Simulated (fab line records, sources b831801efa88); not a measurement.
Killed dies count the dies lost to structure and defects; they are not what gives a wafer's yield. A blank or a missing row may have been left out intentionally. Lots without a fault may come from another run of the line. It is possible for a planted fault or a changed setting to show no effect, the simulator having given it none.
Problem report in the 8D (eight disciplines) form, filled by code :: flow sky130 :: the parts of the form that need people (team, actions taken, sign-off) are left out

== 1. THE PROBLEM ==
oes-product-au at SKY_CONTACT_ETCH_17 reads a mean of 0.833 a.u. on 3 wafers of 2 lots; wafers without a fault read 0.891 a.u. with a standard deviation of 0.005. Measured from the usual mean, that is -12 standard deviations.
The step: etches SiO2 in C4F8/O2/Ar, stops on Si3N4, target depth 340 nm.
Seen first at day 32 11:21 on rie-diel-03, wafer L494.5. The record holds 42 wafers of 14 lots with a number at this step. Rule for "out" (also "out of limits"): further than 4 standard deviations from the usual mean. Any other wafer with a number is counted as sound.

== 2. WHAT THIS IS AND IS NOT ==
question: which readings at this step
is: oes-product-au
is not: -

question: which lots
is: L494, L495
is not: L490, L491, L492, L493, L503, L505, L506, L508, L509, L510, L512, L513

question: which wafers of those lots
is: L494.5, L495.4, L495.6
is not: L494.1, L494.6, L495.2

question: read on which tools
is: rie-diel-03, rie-diel-04
is not: rie-diel-01

question: when
is: from day 32 11:21
is not: up to then (14 sound wafers); but 25 sound wafers of L495, L503, L505, L506, L508, L509, L510, L512, L513 came after

== 3. SUSPECTS, AND WHAT RULES EACH OUT ==
Counting: if a tool at a process step up to the reading ran every lot that is out, it stays a suspect. Sound lots after the first of them don't rule it out here, since some wafers of a struck lot are sound.
- cmp-02 at SKY_CONTACT_CMP_04 (polishes SiO2): kept. Every lot that is out went through it, the first being L494 (day 31 07:27); the last sound lot it ran before that was L493 (day 31 02:59).
- Within cmp-02 at SKY_CONTACT_CMP_04: the wafers that are out ran in chamber 2; their sound lot-mates ran in chambers 1, 3.
The count leaves cmp-02 at SKY_CONTACT_CMP_04.

== 4. THE CAUSE (what the simulator had put in) ==
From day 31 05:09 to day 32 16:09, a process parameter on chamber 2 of cmp-02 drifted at SKY_CONTACT_CMP_04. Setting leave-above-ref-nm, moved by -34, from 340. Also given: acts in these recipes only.
After counting, this tool was the only one left.

== 5. THE EFFECT CHAIN, in route order ==
Rows list readings where the struck wafers' mean (over those with a number) sits beyond 3 standard deviations from the usual. Readings are gone through only where the record gives a usual standard deviation; hours: the median, over the lots, of the time from a lot's start at the first step in this table giving one to that lot's start at this step; sigmas: the change measured in usual standard deviations.
hours: 0
step: SKY_CONTACT_ETCH_17
reading: oes-product-au
usual: 0.891 a.u.
on struck wafers: 0.833
change: -0.058
sigmas: -12
Its process steps:
- SKY_CONTACT_ETCH_17: etches SiO2 in C4F8/O2/Ar, stops on Si3N4, target depth 340 nm.

== 6. WHAT WOULD HAVE CAUGHT IT SOONER ==
In this record no reading fell out of limits until day 32 11:21, 30 hours after the fault had begun at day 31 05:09.
No tool reading at SKY_CONTACT_CMP_04 that has a usual standard deviation in the record was out on any struck wafer, so an alarm limit of 4 standard deviations on those readings would not have fired.
All the lots that are out (2) had begun SKY_CONTACT_CMP_04 on cmp-02 by day 32 11:21. Holding the tool at that point would not have protected any of them.
